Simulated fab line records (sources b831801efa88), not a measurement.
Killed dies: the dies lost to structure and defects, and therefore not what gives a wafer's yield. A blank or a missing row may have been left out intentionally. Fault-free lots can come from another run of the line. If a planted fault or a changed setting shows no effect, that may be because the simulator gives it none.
A lot that was struck, set against a sound lot	flow sky130	18 steps out of a route of 708
Sound: the wafers L125.2, L125.3, L125.4. The struck wafers were L146.1, L146.2, L146.5. Last of all comes the cause.
Each step with rows lists, per side, the tool, then ch with its chambers, then its first start. Under that, the readings that differ: sound wafers	struck wafers	difference of the means	sigmas: that difference in standard deviations of wafers without a fault.
alike: a reading whose means differ by less than 2 such deviations, as well as words and numbers matching on both sides. not compared: withheld readings; readings where some wafer has no value; bounds like >300 that might hide an equal value; numbers whose values overlap and for which the record gives no deviation.
The two part at a step that has a row with sigmas, a row that says differs or no value, or rows on one side only. When numbers do not overlap yet have no deviation, they are printed without sigmas and do not part them. Lack of a reading on every wafer of one side parts them only where that side has two or more wafers.

SKY_LDD_HVP_STRIP_09: strips in O2/N2.
  sound on plasma-asher-02 ch 0,1, day 22 06:38; struck on plasma-asher-02 ch 0,1, day 29 08:53
  alike: drypump-motor-current-A, oes-product-au, strip-time-to-endpoint-s
  not compared: rf-hours-counter-h
SKY_LDD_HVP_TW_MEAS_10:
  sound on film-metro-01 at day 22 06:45; struck on film-metro-03 at day 29 08:59
  alike: LDD_HVP_TW
then, 7 steps without rows for these wafers: SKY_LDD_LDN_DEHYDRATE_00 (time 60 s); SKY_LDD_LDN_HMDS_01 (prime time 60 s); SKY_LDD_LDN_COAT_02 (resist thk 1140 nm); SKY_LDD_LDN_SOFTBAKE_03 (time 60 s); SKY_LDD_LDN_EXPOSE_04 (exposes mask LDNTM, target cd 700 nm); SKY_LDD_LDN_PEB_05; SKY_LDD_LDN_DEVELOP_06 (develop time 60 s).
SKY_LDD_LDN_OVL_MEAS_07:
  sound on overlay-02 at day 23 13:41; struck on overlay-02 at day 30 11:13
  alike: LDD_LDN_OVL
then, 2 steps without rows for these wafers: SKY_LDD_LDN_IMPLANT_08; SKY_LDD_LDN_IMPLANT_09.
SKY_LDD_LDN_IMPLANT_10:
  sound on implanter-03 ch 0, day 23 14:02; struck on implanter-03 ch 0, day 30 11:33
reading	sound	struck	difference	sigmas
dose-ions-cm2	1.2503e+13 1.252e+13 1.249e+13	1.253e+12 1.263e+12 1.26e+12	-1.125e+13	-99 or more
faraday-current-uA	68.9 70.3 73.3	7.2 7.3 7.1	-63.6	-45
  alike: beam-on-s
next, for these wafers, 1 step has no rows: SKY_LDD_LDN_IMPLANT_11.
SKY_LDD_LDN_STRIP_12: strips in O2/N2.
  sound on plasma-asher-01 ch 0,1, day 23 14:19; struck on plasma-asher-01 ch 0,1, day 30 11:51
  alike: drypump-motor-current-A, oes-product-au, strip-time-to-endpoint-s
  not compared: rf-hours-counter-h
SKY_LDD_LDN_TW_MEAS_13:
  sound on film-metro-02 at day 23 14:25; struck on film-metro-01 at day 30 11:57
reading	sound	struck	difference	sigmas
LDD_LDN_TW	1490 1489 1493	1380 1368 1367	-119	-21
then, 1 step without rows for these wafers: SKY_LDD_LDN_CLEAN_14 (cleans in SC1/SC2, time 150 s).
-- the record jumps here: 20 days lie between the struck wafers' starts before and after (it left off in module LDD_LDN and takes up again in module PAD_OPEN, whose first step shown is number 708 of the route) --
SKY_PAD_OPEN_PROBE_99:
  sound on prober-02 at day 46 04:35; struck on prober-01 at day 50 18:32
reading	sound	struck	difference	sigmas
model.etest.tip-sonos.rs-ohm-sq	2666 2634 2682	3002 3023 3050	+364	
  alike: killed_at_M0_to_M3, killed_at_M4_up, killed-at-contacts, killed-at-front-end, killed-at-other, killed-dies, killed-open, killed-short

== WHERE THEY PART ==
Last at SKY_LDD_LDN_TW_MEAS_13 as far as this record goes, first at SKY_LDD_LDN_IMPLANT_10. Later steps at which nothing parts them and some readings are alike: SKY_PAD_OPEN_PROBE_99.

WHY: what the simulator had put in
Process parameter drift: implanter-03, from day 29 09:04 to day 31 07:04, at SKY_LDD_LDN_IMPLANT_10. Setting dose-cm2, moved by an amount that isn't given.
